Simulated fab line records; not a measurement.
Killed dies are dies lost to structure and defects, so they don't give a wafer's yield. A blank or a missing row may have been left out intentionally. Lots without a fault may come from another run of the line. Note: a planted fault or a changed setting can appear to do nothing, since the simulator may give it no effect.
Which tool was responsible? :: flow sky130 :: Sampling: 13 lots, 39 wafers, 2 of 708 route steps

## WHAT THE GAUGES READ, wafer by wafer
SKY_CAPM_THK_MEAS_01.
lot: L467
measured: day 35 16:39
on: film metro-04
CAPM_CVD_00_THK (nm): 15.31 15.41 15.54

lot: L469
measured: day 36 15:24
on: film metro-03
CAPM_CVD_00_THK (nm): 14.80 15.28 15.63

lot: L470
measured: day 36 21:19
on: film metro-03
CAPM_CVD_00_THK (nm): 14.55 15.71 15.41

lot: L475
measured: day 38 19:16
on: film metro-03
CAPM_CVD_00_THK (nm): 15.33 15.76 15.52

lot: L480
measured: day 40 07:32
on: film metro-04
CAPM_CVD_00_THK (nm): 14.99 15.12 15.18

lot: L481
measured: day 40 12:29
on: film metro-04
CAPM_CVD_00_THK (nm): 15.28 15.51 15.47

lot: L482
measured: day 40 19:09
on: film metro-02
CAPM_CVD_00_THK (nm): 15.08 15.53 16.03

lot: L483
measured: day 41 06:14
on: film metro-04
CAPM_CVD_00_THK (nm): 15.30 15.32 15.98

lot: L484
measured: day 41 11:10
on: film metro-03
CAPM_CVD_00_THK (nm): 15.60 15.79 15.54

lot: L485
measured: day 41 19:56
on: film metro-02
CAPM_CVD_00_THK (nm): 15.46 15.70 15.61

lot: L486
measured: day 41 20:24
on: film metro-04
CAPM_CVD_00_THK (nm): 15.18 15.38 15.47

lot: L488
measured: day 42 15:09
on: film metro-04
CAPM_CVD_00_THK (nm): 15.59 15.70 15.67

lot: L489
measured: day 42 15:46
on: film metro-04
CAPM_CVD_00_THK (nm): 15.08 15.66 15.06

## EACH LOT AND THE TOOL THAT RAN IT (in order: tool; ch and the chambers of the sampled wafers; start)
lot: L467
SKY_CAPM_CVD_00: pecvd-04 ch 0,2, day 35 16:36

lot: L469
SKY_CAPM_CVD_00: pecvd-04 ch 0,1,2, day 36 15:21

lot: L470
SKY_CAPM_CVD_00: pecvd-04 ch 0,1,2, day 36 21:17

lot: L475
SKY_CAPM_CVD_00: pecvd-01 ch 1,2, day 38 19:14

lot: L480
SKY_CAPM_CVD_00: pecvd-04 ch 0,1, day 40 07:29

lot: L481
SKY_CAPM_CVD_00: pecvd-04 ch 0,1, day 40 12:26

lot: L482
SKY_CAPM_CVD_00: pecvd-01 ch 0,1,2, day 40 19:08

lot: L483
SKY_CAPM_CVD_00: pecvd-02 ch 0,1,2, day 41 06:13

lot: L484
SKY_CAPM_CVD_00: pecvd-01 ch 0,2, day 41 11:08

lot: L485
SKY_CAPM_CVD_00: pecvd-02 ch 0,1,2, day 41 19:53

lot: L486
SKY_CAPM_CVD_00: pecvd-04 ch 0,1,2, day 41 20:21

lot: L488
SKY_CAPM_CVD_00: pecvd-02 ch 0,2, day 42 15:08

lot: L489
SKY_CAPM_CVD_00: pecvd-04 ch 0,1, day 42 15:44
- SKY_CAPM_CVD_00: deposits SiO2, target thk 15.5 nm.

## WHAT THE TOOLS THEMSELVES READ (means of the sampled wafers that have a number; where no wafer has one, the mark that the record gives instead)
SKY_CAPM_CVD_00.
lot: L467
tool: pecvd-04
heater power w (W): 740
rf fwd power W (W): 440.6

lot: L469
tool: pecvd-04
heater power w (W): 762
rf fwd power W (W): 441.0

lot: L470
tool: pecvd-04
heater power w (W): 775
rf fwd power W (W): 417.5

lot: L475
tool: pecvd-01
heater power w (W): 570
rf fwd power W (W): 439.2

lot: L480
tool: pecvd-04
heater power w (W): 846
rf fwd power W (W): 442.7

lot: L481
tool: pecvd-04
heater power w (W): 780
rf fwd power W (W): 439.5

lot: L482
tool: pecvd-01
heater power w (W): 681
rf fwd power W (W): 438.2

lot: L483
tool: pecvd-02
heater power w (W): 652
rf fwd power W (W): 439.7

lot: L484
tool: pecvd-01
heater power w (W): 683
rf fwd power W (W): 439.3

lot: L485
tool: pecvd-02
heater power w (W): 693
rf fwd power W (W): 440.0

lot: L486
tool: pecvd-04
heater power w (W): 788
rf fwd power W (W): 440.8

lot: L488
tool: pecvd-02
heater power w (W): 626
rf fwd power W (W): 439.7

lot: L489
tool: pecvd-04
heater power w (W): 769
rf fwd power W (W): 440.5

## THE ANSWER, worked out from the rows above alone
Rule: the usual values come from the lots themselves. The widest of any qualifying gaps counts: lots, ordered by their means at a reading, are off when they make up no more than a third of the lots, leave a main group of 4 or more, and stand apart from it by 3 or more times the standard deviation of that group's means. Not used: any main group whose means are identical at the precision the tables above print for the reading. A lot without any number at a reading at which 4 lots or more have one is off too. All remaining lots with rows at the step are treated as sound. The gauges are gone through in route order, then the tools' own readings, and for those a lot's mean is taken as printed above. At the first step where some lot is off, the reading lying furthest off is the one used; lots without a number count as furthest.
Off at SKY_CAPM_CVD_00 (rf fwd power W): L470. The main group has a mean of 440.1 W with a standard deviation of 1.1.
If a tool, at that step or one of the process steps before it, ran each lot that is off and ran no sound lot following the first of them, it fits. Not one of the candidates tried fits.

## WHAT HAD BEEN PUT IN BY THE SIMULATOR
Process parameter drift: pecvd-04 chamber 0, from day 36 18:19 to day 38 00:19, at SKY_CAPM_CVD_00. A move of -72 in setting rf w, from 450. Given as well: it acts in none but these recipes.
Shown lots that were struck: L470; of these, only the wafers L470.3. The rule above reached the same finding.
